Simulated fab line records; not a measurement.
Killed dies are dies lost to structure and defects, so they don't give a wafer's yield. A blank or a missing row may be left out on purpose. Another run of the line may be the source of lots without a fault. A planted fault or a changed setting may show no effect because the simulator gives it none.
The tool behind it: which one? -- flow sky130 -- 24 lots with 72 wafers sampled at 2 steps, on a route of 708 steps

WHAT EACH GAUGE READ, for each wafer
SKY_POLY_GATE_THK_MEAS_01.
lot,measured,on,POLY_GATE_CVD_00_THK (nm)
L074,day 13 23:25,film metro-04,179.4 181.0 179.3
L075,day 14 08:54,film metro-04,182.0 180.7 179.6
L076,day 14 17:23,film metro-04,181.7 180.6 182.0
L077,day 15 05:16,film metro-02,182.5 181.2 180.8
L078,day 15 11:32,film metro-02,180.8 183.9 182.3
L079,day 15 20:14,film metro-04,181.6 180.4 181.0
L080,day 16 07:34,film metro-01,181.8 181.7 181.1
L081,day 16 15:39,film metro-02,179.4 179.2 179.5
L082,day 16 20:47,film metro-02,183.0 181.6 180.6
L083,day 16 21:59,film metro-04,181.7 182.2 181.2
L084,day 17 11:02,film metro-01,181.2 180.4 181.7
L086,day 18 01:27,film metro-04,179.1 178.6 179.4
L085,day 18 01:28,film metro-02,176.8 178.5 179.7
L087,day 18 10:34,film metro-02,179.5 178.9 180.2
L088,day 19 04:11,film metro-04,181.3 181.7 181.4
L089,day 19 10:36,film metro-02,179.8 178.8 179.3
L091,day 19 22:48,film metro-01,178.7 177.3 179.7
L090,day 19 22:49,film metro-04,180.6 180.1 178.8
L092,day 20 04:12,film metro-01,180.7 179.5 179.3
L093,day 20 16:41,film metro-04,178.7 178.3 180.0
L094,day 21 03:43,film metro-02,180.2 180.5 180.6
L095,day 21 15:00,film metro-04,179.2 180.2 180.1
L096,day 21 22:37,film metro-02,179.8 180.9 179.3
L097,day 22 10:00,film metro-02,179.9 180.2 181.3

SKY_SD_P_CD_MEAS_07: the cd target is 380 nm.
lot,measured,on,cd nm (nm)
L074,day 25 09:40,cd sem-02,378.3 377.9 378.6
L075,day 25 22:16,cd sem-02,381.8 379.8 378.9
L076,day 26 05:04,cd sem-02,381.7 378.4 376.4
L077,day 26 21:52,cd sem-01,377.8 375.4 375.4
L078,day 27 00:38,cd sem-01,384.8 382.4 383.7
L079,day 27 09:12,cd sem-01,383.9 383.8 379.4
L080,day 27 19:13,cd sem-01,382.9 384.3 381.5
L081,day 28 03:55,cd sem-01,382.2 379.9 381.3
L082,day 28 06:58,cd sem-02,380.2 380.9 383.9
L083,day 28 13:21,cd sem-01,377.8 378.6 376.4
L084,day 29 00:56,cd sem-01,378.8 378.6 375.4
L086,day 29 15:40,cd sem-02,379.3 379.1 380.2
L085,day 29 13:58,cd sem-02,379.4 377.6 378.8
L087,day 29 22:35,cd sem-01,382.7 381.8 382.8
L088,day 30 13:43,cd sem-02,379.5 378.6 378.0
L089,day 30 18:59,cd sem-02,373.5 375.2 374.1
L091,day 31 08:22,cd sem-01,376.8 375.9 377.8
L090,day 31 06:38,cd sem-02,376.4 376.1 374.3
L092,day 31 10:26,cd sem-01,380.4 385.1 382.3
L093,day 31 22:25,cd sem-02,380.3 379.4 379.4
L094,day 32 08:35,cd sem-02,374.6 375.5 377.7
L095,day 32 19:08,cd sem-02,377.2 379.7 380.0
L096,day 33 00:28,cd sem-02,379.6 379.9 380.7
L097,day 33 14:13,cd sem-02,377.2 377.3 379.7

WHAT TOOL EACH LOT RAN ON (gives the tool, then ch and the chambers of the sampled wafers, and finally the start)
There is no process step in the record ahead of these readings.

AS READ BY THE TOOLS THEMSELVES (means over the sampled wafers that have a number; for cases with no such wafer, the mark the record gives instead)
The record holds no such reading with a usual standard deviation.

THE ANSWER, worked out from the rows above alone
Rule: what is usual is taken from the lots themselves. Put in order of their means at a reading, lots are off if they are a third of the lots or fewer, leave a main group of 4 or more, and stand apart from it by a gap of 3 or more times the standard deviation of the main group's means; of several such gaps the widest counts. Not used: any main group whose means are identical at the precision the tables above print for the reading. Also off: a lot with no number at a reading for which 4 or more lots have one. All remaining lots with rows at the step are treated as sound. After the gauges, taken in route order, come the tools' own readings; for these a lot's mean is taken, as printed above. The first step at which some lot is off is used, and at that step the reading that is off furthest; a lot without a number counts as furthest.
Nothing can be told from this: no lot is off at any reading shown.

WHAT THE SIMULATOR HAD INSERTED
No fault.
